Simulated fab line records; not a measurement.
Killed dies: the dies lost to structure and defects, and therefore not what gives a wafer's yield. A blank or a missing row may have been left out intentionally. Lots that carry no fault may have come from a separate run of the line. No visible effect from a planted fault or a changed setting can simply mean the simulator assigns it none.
fab line records	flow sky130
[record] lots = 6	wafers = 18	last-day = 50
route steps=708 shown VT_ADJUST_LVTN@116 VT_ADJUST_NCORE@119 VT_ADJUST_HVTR@131 PAD_OPEN@708
lots with no fault: from the same line, run without faults
start-h: hours from the record's opening day to when the first of the lot's shown wafers began	wait-h: time in hours since the lot's previous step	" as in the row above	L1.1+2: one row covering several wafers at once	- no value, or no start was given	* or withheld: withheld	< > ~ a bound
route shown NAME@n: a module of which the file shows steps, and the number in the route of the first	usual: mean/standard deviation taken from wafers without a fault	same: alike in all rows	chamber/n: place in a boat	sites: each site's reading	_std_site: their standard deviation	_edge_site: mean of outer sites minus mean of inner sites	radius-mm: how far each site lies from the wafer's centre	mask NAME#n: copy n	behind: tool/chamber where the wafer was last shaped	hold: why the lot was held/for how many hours/how that ended	device: the n, p or np transistor that did not switch	end of line: tests of these same wafers at the route's end	step lacking rows: just its recipe	killed: the dies lost at the first sort to structure and to defects; this is not the yield of the wafer	map: the dies of a wafer, with x for killed, . for not killed, _ for no die there
set.NAME: setting as actually run; set.NAME@STEP: the setting as run at that earlier step	model.NAME: the simulator's own value behind a step, which no gauge read
lots at selected steps of the route; one table per step, one row per wafer
services: from which hour (start-h, from the record's first day; less than 0 if before it) a tool's chamber was out of use, for how many hours, and why
[[steps]]
[step SKY_VT_ADJUST_LVTN_IMPLANT_19]
[recipe] species = B	energy-kev = 30	dose-cm2 = 6.5e+11	tilt-deg = withheld
[step SKY_VT_ADJUST_LVTN_STRIP_20]
[recipe] chemistry = O2/N2	power-w = 1400	pressure-mtorr = 1500	platen-temp-c = withheld	o2-flow-sccm = 3000	n2-flow-sccm = 300	overash-fraction = 0.5
[usual] chamber-pressure-mTorr = 1499.9/1.3	drypump-motor-current-A = 5.88/0.26	oes-product-au = 0.716/0.0048	strip-time-to-endpoint-s = 14.21/0.033
lot.wafer	tool	chamber	start-h	wait-h	chamber-pressure-mTorr	drypump-motor-current-A	oes-product-au	rf-hours-counter-h	strip-time-to-endpoint-s
L432.2	plasma-asher-04	0	179.42	0.1	1497.9	6.20	0.710	34	14.21
L432.4	"	1	"	"	1500.0	6.06	0.720	-	14.24
L432.6	"	0	"	"	1500.1	6.20	0.713	-	14.22
L438.1	plasma-asher-04	0	222.02	0.1	1499.6	6.21	0.710	38	14.18
L438.3	"	0	"	"	1500.1	6.21	0.721	-	14.18
L438.6	"	1	"	"	1500.2	6.09	0.722	-	14.21
L443.1	plasma-asher-02	0	255.42	0.1	1500.1	6.08	0.728	60	14.28
L443.2	"	1	"	"	1500.3	5.69	0.715	60	14.25
L443.5	"	1	"	"	1501.3	5.71	0.710	-	14.24
L444.2	plasma-asher-03	0	264.92	0.1	1501.1	5.55	0.718	15	14.23
L444.3	"	1	"	"	1500.4	5.59	0.713	-	14.22
L444.6	"	1	"	"	1499.0	5.59	0.709	-	14.19
L450.1	plasma-asher-04	0	303.86	0.1	1499.4	6.20	0.715	46	14.27
L450.2	"	1	"	"	1500.6	6.10	0.716	46	14.20
L450.6	"	1	"	"	1499.2	6.09	0.720	-	14.25
L452.1	plasma-asher-02	1	318.22	0.1	1496.8	5.74	0.713	66	14.14
L452.3	"	0	"	"	1501.1	6.09	0.714	-	14.21
L452.4	"	1	"	"	1498.3	5.73	0.722	-	14.20
[step SKY_VT_ADJUST_LVTN_TW_MEAS_21]
[usual] VT_ADJUST_LVTN_2_TW = 187.4/2
lot.wafer	tool	chamber	start-h	wait-h	VT_ADJUST_LVTN_2_TW
L432.2	film-metro-01	-	179.53	0.1	184.9
L432.4	"	-	"	"	186.7
L432.6	"	-	"	"	185.9
L438.1	film-metro-03	-	222.12	0.1	190.0
L438.3	"	-	"	"	190.2
L438.6	"	-	"	"	189.7
L443.1	film-metro-03	-	255.52	0.1	188.6
L443.2	"	-	"	"	189.4
L443.5	"	-	"	"	188.8
L444.2	film-metro-01	-	265.03	0.1	185.1
L444.3	"	-	"	"	186.0
L444.6	"	-	"	"	185.2
L450.1	film-metro-04	-	303.96	0.1	189.6
L450.2	"	-	"	"	189.4
L450.6	"	-	"	"	189.1
L452.1	film-metro-03	-	318.32	0.1	189.7
L452.3	"	-	"	"	189.7
L452.4	"	-	"	"	190.5
[step SKY_VT_ADJUST_NCORE_DEHYDRATE_00]
[recipe] temp-c = 200	time-s = 60
[step SKY_VT_ADJUST_NCORE_HMDS_01]
[recipe] prime-time-s = 60	prime-temp-c = 120
[step SKY_VT_ADJUST_NCORE_COAT_02]
[recipe] resist = NOVOLAK	spin-rpm = 3000	resist-thk-nm = 1140
[step SKY_VT_ADJUST_NCORE_SOFTBAKE_03]
[recipe] temp-c = 90	time-s = 60	resist = NOVOLAK
[step SKY_VT_ADJUST_NCORE_EXPOSE_04]
[recipe] mask-id = LVTN_COMPLEMENT_THIN	na = 0.6	source-shape = conventional	sigma-outer = 0.6	polarization = unpolarized	target-cd-nm = 380	dose-mj = 139
[step SKY_VT_ADJUST_NCORE_PEB_05]
[recipe] temp-c = withheld	time-s = *	resist = NOVOLAK
[step SKY_VT_ADJUST_NCORE_DEVELOP_06]
[recipe] resist = NOVOLAK	developer = TMAH	develop-time-s = 60	dev-temp-c = 23
[step SKY_VT_ADJUST_NCORE_CD_MEAS_07]
[recipe] target-cd-nm = 380
[usual] cd-nm = 379.3/2.5
lot.wafer	tool	chamber	start-h	wait-h	cd-nm
L432.2	cd-sem-01	-	200.45	0.1	378.9
L432.4	"	-	"	"	380.0
L432.6	"	-	"	"	376.7
L438.1	cd-sem-02	-	243.64	0.1	384.0
L438.3	"	-	"	"	382.6
L438.6	"	-	"	"	385.0
L443.1	cd-sem-01	-	279.14	0.1	379.9
L443.2	"	-	"	"	378.2
L443.5	"	-	"	"	378.1
L444.2	cd-sem-01	-	289.51	0.1	378.0
L444.3	"	-	"	"	382.4
L444.6	"	-	"	"	378.0
L450.1	cd-sem-01	-	329.49	0.1	377.8
L450.2	"	-	"	"	382.1
L450.6	"	-	"	"	377.8
L452.1	cd-sem-01	-	344.08	0.1	378.7
L452.3	"	-	"	"	379.7
L452.4	"	-	"	"	380.4
[step SKY_VT_ADJUST_NCORE_OVL_MEAS_08]
[usual] VT_ADJUST_NCORE_OVL = 0.1/1.5
lot.wafer	tool	chamber	start-h	wait-h	VT_ADJUST_NCORE_OVL[nm]
L432.2	overlay-01	-	200.56	0.1	-2.0
L432.4	"	-	"	"	-1.9
L432.6	"	-	"	"	-2.4
L438.1	overlay-01	-	243.76	0.1	1.2
L438.3	"	-	"	"	-2.4
L438.6	"	-	"	"	-1.8
L443.1	overlay-02	-	279.26	0.1	-1.1
L443.2	"	-	"	"	0.5
L443.5	"	-	"	"	-0.7
L444.2	overlay-02	-	289.62	0.1	-0.4
L444.3	"	-	"	"	1.4
L444.6	"	-	"	"	0.8
L450.1	overlay-02	-	329.61	0.1	-1.1
L450.2	"	-	"	"	-1.1
L450.6	"	-	"	"	-3.8
L452.1	overlay-01	-	344.20	0.1	1.6
L452.3	"	-	"	"	-0.1
L452.4	"	-	"	"	0.6
[step SKY_VT_ADJUST_NCORE_IMPLANT_09]
[recipe] species = B	energy-kev = 10	dose-cm2 = 2.4e+12	tilt-deg = withheld
[usual] dose-ions-cm2 = 2.3991e+12/2.5e+09	end-station-pressure-torr = 5.02e-06/2.6e-07	faraday-current-uA = 13.56/0.26
lot.wafer	tool	chamber	start-h	wait-h	dose-ions-cm2	end-station-pressure-torr	faraday-current-uA
L432.2	implanter-04	0	200.61	0.0	2.3978e+12	4.69e-06	13.33
L432.4	"	0	"	"	2.4022e+12	5.44e-06	13.37
L432.6	"	0	"	"	2.3972e+12	4.96e-06	13.31
L438.1	implanter-04	0	243.80	0.0	2.3976e+12	5.27e-06	13.76
L438.3	"	0	"	"	2.3968e+12	5.13e-06	13.20
L438.6	"	0	"	"	2.3953e+12	5.16e-06	13.77
L443.1	implanter-04	0	279.29	0.0	1.7169e+12	4.68e-06	9.95
L443.2	"	0	"	"	1.7183e+12	4.55e-06	9.86
L443.5	"	0	"	"	1.7166e+12	5.22e-06	9.56
L444.2	implanter-04	0	289.67	0.0	1.7177e+12	5.05e-06	9.82
L444.3	"	0	"	"	1.7163e+12	5.49e-06	10.10
L444.6	"	0	"	"	1.7123e+12	5.26e-06	9.77
L450.1	implanter-03	0	329.64	0.0	2.3974e+12	5.33e-06	13.43
L450.2	"	0	"	"	2.3984e+12	4.59e-06	14.13
L450.6	"	0	"	"	2.4005e+12	4.71e-06	13.54
L452.1	implanter-04	0	344.24	0.0	2.3992e+12	4.64e-06	13.33
L452.3	"	0	"	"	2.3986e+12	4.96e-06	13.52
L452.4	"	0	"	"	2.4008e+12	5.14e-06	13.79
[step SKY_VT_ADJUST_NCORE_STRIP_10]
[recipe] chemistry = O2/N2	power-w = 1400	pressure-mtorr = 1500	platen-temp-c = withheld	o2-flow-sccm = 3000	n2-flow-sccm = 300	overash-fraction = 0.5
[usual] chamber-pressure-mTorr = 1500.2/1.4	drypump-motor-current-A = 5.8/0.41	oes-product-au = 0.715/0.0041	strip-time-to-endpoint-s = 14.20/0.036
lot.wafer	tool	chamber	start-h	wait-h	chamber-pressure-mTorr	drypump-motor-current-A	oes-product-au	rf-hours-counter-h	strip-time-to-endpoint-s
L432.2	plasma-asher-04	1	200.74	0.1	1499.5	6.1	0.712	36	14.28
L432.4	"	1	"	"	1499.8	6.1	0.716	-	14.29
L432.6	"	0	"	"	1498.7	6.2	0.711	-	14.25
L438.1	plasma-asher-04	0	243.95	0.1	1499.0	6.2	0.716	40	14.22
L438.3	"	1	"	"	1500.2	6.1	0.710	-	14.21
L438.6	"	1	"	"	1500.5	6.0	0.716	-	14.24
L443.1	plasma-asher-03	0	279.44	0.1	1501.0	5.5	0.715	17	14.16
L443.2	"	1	"	"	1501.7	5.6	0.710	17	14.20
L443.5	"	1	"	"	1499.3	5.6	0.716	-	14.21
L444.2	plasma-asher-04	0	289.80	0.1	1499.8	6.2	0.715	45	14.22
L444.3	"	1	"	"	1497.4	6.1	0.719	-	14.25
L444.6	"	0	"	"	1501.3	6.2	0.710	-	14.23
L450.1	plasma-asher-04	1	329.79	0.1	1500.4	6.1	0.707	49	14.25
L450.2	"	0	"	"	1500.6	6.2	0.719	49	14.19
L450.6	"	1	"	"	1499.2	6.1	0.717	-	14.22
L452.1	plasma-asher-04	1	344.39	0.1	1499.1	6.1	0.720	51	14.14
L452.3	"	1	"	"	1502.5	6.1	0.707	-	14.17
L452.4	"	0	"	"	1503.2	6.2	0.723	-	14.17
[step SKY_VT_ADJUST_NCORE_TW_MEAS_11]
[usual] VT_ADJUST_NCORE_TW = 219.4/2.7
lot.wafer	tool	chamber	start-h	wait-h	VT_ADJUST_NCORE_TW
L432.2	film-metro-03	-	200.85	0.1	221.2
L432.4	"	-	"	"	220.2
L432.6	"	-	"	"	221.3
L438.1	film-metro-03	-	244.04	0.1	219.7
L438.3	"	-	"	"	219.2
L438.6	"	-	"	"	220.0
L443.1	film-metro-01	-	279.54	0.1	196.9
L443.2	"	-	"	"	195.3
L443.5	"	-	"	"	195.9
L444.2	film-metro-03	-	289.91	0.1	201.1
L444.3	"	-	"	"	200.9
L444.6	"	-	"	"	200.9
L450.1	film-metro-03	-	329.89	0.1	221.0
L450.2	"	-	"	"	221.1
L450.6	"	-	"	"	219.6
L452.1	film-metro-03	-	344.49	0.1	220.3
L452.3	"	-	"	"	220.4
L452.4	"	-	"	"	219.8
[step SKY_VT_ADJUST_HVTR_DEHYDRATE_00]
[recipe] temp-c = 200	time-s = 60
[step SKY_PAD_OPEN_PROBE_99]
[usual] killed_at_M0_to_M3 = 44/7.2	killed_at_M4_up = 3.5/1.8	killed-at-contacts = 25/5.1	killed-at-front-end = 14/4.4	killed-at-other = 0.4/0.58	killed-dies = 87/9.1	killed-on-rim = 17/3.9	killed-open = 48/6.9	killed-short = 38/6.3
[same] gross-dies = 492	killed-at-back-side = 0
lot.wafer	tool	chamber	start-h	wait-h	killed_at_M0_to_M3	killed_at_M4_up	killed-at-contacts	killed-at-front-end	killed-at-other	killed-dies	killed-on-rim	killed-open	killed-short	model.etest.nfet_16v.r-on-ohm-um	model.etest.pfet_16v.r-on-ohm-um	model.etest.pfet-g5v0d10v5.r-on-ohm-um	model.etest.tip-p.rs-ohm-sq	model.etest.pfet_01v8.r-on-ohm-um	model.etest.res-pwell-under-gate.rs-ohm-sq	model.etest.nfet-g5v0d10v5.r-on-ohm-um	model.etest.tip_p_5v.rs-ohm-sq
L432.2	prober-01	-	1091.60	0.1	39	4	14	18	1	76	13	37	38	1.412e+04	1.484e+04	4686	6873	2900	2262	1874	2852
L432.4	prober-01	-	1091.70	0.2	51	7	23	15	0	96	16	46	50	1.439e+04	1.508e+04	4726	6957	2904	2266	1879	2848
L432.6	prober-01	-	1091.80	0.2	46	5	19	12	1	83	22	38	45	1.424e+04	1.522e+04	4700	6912	2882	2268	1882	2854
L438.1	prober-01	-	1131.36	0.1	50	3	25	11	1	90	16	52	38	1.445e+04	1.492e+04	4834	6903	2975	2311	1911	2859
L438.3	prober-01	-	1131.46	0.2	50	1	31	18	0	100	24	56	44	1.436e+04	1.53e+04	4742	6914	2961	2318	1880	2848
L438.6	prober-01	-	1131.61	0.2	43	2	24	7	1	77	15	48	29	1.44e+04	1.504e+04	4789	6931	2978	2290	1908	2847
L443.1	prober-01	-	1157.54	0.1	47	4	22	18	0	91	20	51	38	1.277e+04	1.586e+04	5131	7269	3228	2380	1810	2935
L443.2	prober-01	-	1157.59	0.1	30	3	31	12	0	76	20	40	35	1.278e+04	1.606e+04	5087	7284	3157	2386	1809	2941
L443.5	prober-01	-	1157.74	0.2	35	3	30	23	0	91	25	54	37	1.268e+04	1.585e+04	5020	7265	3140	2381	1793	2952
L444.2	prober-02	-	1161.61	0.1	39	2	16	17	1	75	11	39	35	1.291e+04	1.58e+04	5023	7069	2983	2354	1787	2902
L444.3	prober-02	-	1161.66	0.2	47	4	23	22	1	97	16	50	47	1.298e+04	1.558e+04	4987	7052	3047	2366	1777	2888
L444.6	prober-02	-	1161.81	0.2	37	2	28	18	1	86	16	51	35	1.297e+04	1.585e+04	5047	7079	3056	2374	1815	2870
L450.1	prober-02	-	1194.65	0.1	45	3	22	11	0	81	20	45	36	1.38e+04	1.514e+04	4907	6788	2901	2292	1890	2930
L450.2	prober-02	-	1194.70	0.1	46	4	24	10	0	84	15	53	31	1.386e+04	1.528e+04	4848	6832	2890	2301	1870	2914
L450.6	prober-02	-	1194.90	0.2	24	5	27	18	2	76	16	45	31	1.379e+04	1.501e+04	4843	6870	2860	2297	1859	2900
L452.1	prober-02	-	1200.66	0.1	55	3	26	19	0	103	19	58	45	1.401e+04	1.507e+04	4764	6991	2946	2296	1886	2838
L452.3	prober-02	-	1200.76	0.2	37	6	32	20	0	95	19	60	35	1.415e+04	1.506e+04	4768	6957	2996	2292	1902	2836
L452.4	prober-02	-	1200.81	0.2	53	3	23	11	0	90	14	52	38	1.404e+04	1.533e+04	4781	6904	2950	2313	1890	2817
// killed by level:class
L432.2 VIA1:geometric-particle:open=11 METAL2:geometric-particle:short=10 FIELD_ISO:geometric-particle:open=7 METAL1:geometric-particle:short=6 POLY_GATE:geometric-particle:open=4 METAL4:geometric-particle:short=4 LI_CONTACT:geometric-particle:open=4 VIA2:geometric-particle:open=4
L432.4 METAL2:geometric-particle:short=12 CONTACT:geometric-particle:short=8 VIA2:geometric-particle:open=8 VIA1:geometric-particle:open=7 VIA3:geometric-particle:open=7 POLY_GATE:geometric-particle:short=5 LI_CONTACT:geometric-particle:open=5 METAL4:geometric-particle:short=5
L432.6 VIA1:geometric-particle:open=13 VIA1:geometric-particle:short=6 CONTACT:geometric-particle:open=5 METAL1:geometric-particle:short=5 VIA2:geometric-particle:open=5 LI_CONTACT:geometric-particle:open=4 LOCAL_INTERCONNECT:geometric-particle:short=4 METAL2:geometric-particle:short=4
L438.1 VIA3:geometric-particle:open=10 VIA1:geometric-particle:open=9 LI_CONTACT:geometric-particle:open=8 CONTACT:geometric-particle:open=8 VIA1:geometric-particle:short=7 VIA2:geometric-particle:open=6 METAL1:geometric-particle:short=6 FIELD_ISO:geometric-particle:open=4
L438.3 VIA1:geometric-particle:open=14 CONTACT:geometric-particle:open=10 VIA3:geometric-particle:open=9 VIA2:geometric-particle:open=6 LI_CONTACT:geometric-particle:open=6 LOCAL_INTERCONNECT:geometric-particle:short=6 METAL2:geometric-particle:short=6 FIELD_ISO:geometric-particle:short=5
L438.6 VIA1:geometric-particle:open=13 CONTACT:geometric-particle:open=12 LI_CONTACT:geometric-particle:open=6 METAL1:geometric-particle:short=6 VIA2:geometric-particle:open=5 VIA3:geometric-particle:short=5 VIA3:geometric-particle:open=5 METAL3:geometric-particle:short=4
L443.1 VIA1:geometric-particle:open=13 CONTACT:geometric-particle:open=7 LI_CONTACT:geometric-particle:open=6 VIA2:geometric-particle:open=6 FIELD_ISO:geometric-particle:open=5 LOCAL_INTERCONNECT:geometric-particle:short=5 METAL3:geometric-particle:short=5 POLY_GATE:geometric-particle:open=4
L443.2 LOCAL_INTERCONNECT:geometric-particle:short=8 LI_CONTACT:geometric-particle:open=7 CONTACT:geometric-particle:open=7 CONTACT:geometric-particle:short=6 VIA1:geometric-particle:open=5 VIA2:geometric-particle:open=5 VIA3:geometric-particle:short=4 VIA3:geometric-particle:open=4
L443.5 VIA1:geometric-particle:open=12 CONTACT:geometric-particle:open=10 LI_CONTACT:geometric-particle:open=9 FIELD_ISO:geometric-particle:short=8 CONTACT:geometric-particle:short=7 VIA3:geometric-particle:open=7 FIELD_ISO:geometric-particle:open=5 METAL2:geometric-particle:short=4
L444.2 LI_CONTACT:geometric-particle:open=7 VIA2:geometric-particle:open=7 CONTACT:geometric-particle:open=6 VIA1:geometric-particle:open=5 METAL2:geometric-particle:short=5 VIA1:geometric-particle:short=5 VIA2:geometric-particle:short=5 FIELD_ISO:geometric-particle:short=4
L444.3 FIELD_ISO:geometric-particle:short=9 LI_CONTACT:geometric-particle:open=9 METAL2:geometric-particle:short=9 VIA2:geometric-particle:open=8 VIA1:geometric-particle:open=8 CONTACT:geometric-particle:open=8 VIA3:geometric-particle:open=7 METAL3:geometric-particle:short=4
L444.6 CONTACT:geometric-particle:open=10 FIELD_ISO:geometric-particle:open=8 VIA1:geometric-particle:open=7 VIA2:geometric-particle:open=7 LI_CONTACT:geometric-particle:open=6 VIA2:geometric-particle:short=6 LI_CONTACT:geometric-particle:short=4 CONTACT:geometric-particle:short=4
L450.1 VIA1:geometric-particle:open=11 VIA2:geometric-particle:open=8 CONTACT:geometric-particle:open=8 METAL1:geometric-particle:short=8 LI_CONTACT:geometric-particle:open=7 VIA3:geometric-particle:open=5 METAL2:geometric-particle:short=4 VIA2:geometric-particle:short=4
L450.2 VIA1:geometric-particle:open=14 LI_CONTACT:geometric-particle:open=13 VIA1:geometric-particle:short=8 CONTACT:geometric-particle:open=7 METAL2:geometric-particle:short=6 VIA2:geometric-particle:open=5 VIA3:geometric-particle:open=5 FIELD_ISO:geometric-particle:short=4
L450.6 CONTACT:geometric-particle:open=10 FIELD_ISO:geometric-particle:short=9 LI_CONTACT:geometric-particle:open=8 VIA1:geometric-particle:open=5 VIA2:geometric-particle:open=5 CONTACT:geometric-particle:short=4 POLY_GATE:geometric-particle:open=3 METAL2:geometric-particle:short=3
L452.1 VIA1:geometric-particle:open=21 CONTACT:geometric-particle:open=9 CONTACT:geometric-particle:short=9 VIA2:geometric-particle:open=8 METAL2:geometric-particle:short=8 POLY_GATE:geometric-particle:short=7 VIA3:geometric-particle:open=6 POLY_GATE:geometric-particle:open=5
L452.3 VIA1:geometric-particle:open=12 CONTACT:geometric-particle:open=12 LI_CONTACT:geometric-particle:open=9 FIELD_ISO:geometric-particle:open=8 VIA2:geometric-particle:open=5 FIELD_ISO:geometric-particle:short=4 POLY_GATE:geometric-particle:open=4 VIA1:geometric-particle:short=4
L452.4 VIA1:geometric-particle:open=16 VIA2:geometric-particle:open=8 VIA3:geometric-particle:open=8 CONTACT:geometric-particle:short=6 CONTACT:geometric-particle:open=6 LI_CONTACT:geometric-particle:open=5 METAL2:geometric-particle:short=5 VIA2:geometric-particle:short=5
[[services]]
tool	chamber	start-h	hours	kind
implanter-03	-	181.42	1.2	repair
implanter-03	-	229.94	3.2	pm
implanter-04	-	239.52	2.2	repair
implanter-04	-	252.28	4.2	pm
implanter-04	-	265.31	4.5	pm
implanter-04	-	299.40	2.0	repair
implanter-04	-	316.49	3.4	pm
[[key]]
[first-sign] step = SKY_VT_ADJUST_NCORE_IMPLANT_09	reading = dose-ions-cm2	direction = down	sigmas = 99+	usual = *	struck = *
[effect] step = SKY_VT_ADJUST_NCORE_IMPLANT_09	reading = faraday-current-uA	direction = down	sigmas = 14	usual = 13.56	struck = 9.84
[effect] step = SKY_VT_ADJUST_NCORE_TW_MEAS_11	reading = VT_ADJUST_NCORE_TW	direction = down	sigmas = 7.6	usual = 219.4	struck = 198.5
[model-effect] step = SKY_PAD_OPEN_PROBE_99	value = etest.nfet_16v.r-on-ohm-um	without = 1.404e+04	struck = 1.285e+04
met-at SKY_VT_ADJUST_NCORE_IMPLANT_09
struck-wafers L443.1,L443.2,L443.5,L444.2,L444.3,L444.6
tester-left-out L443,L444
onset-between 243.80 279.29
[fault] kind = process-parameter-drift	tool = implanter-04	chamber = -	onset-h = 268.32	steps = SKY_VT_ADJUST_NCORE_IMPLANT_09	channel = dose-cm2	offset = *	shape = step	end-h = 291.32	acts-in = *	stated = *
// tester-left-out: of these lots the tester's yield and bins aren't shown, on N5 and GAA mostly nor the transistor test; their killed dies are dies lost to structure and defects alone, not to doping, threshold or leakage, so they don't give the yield
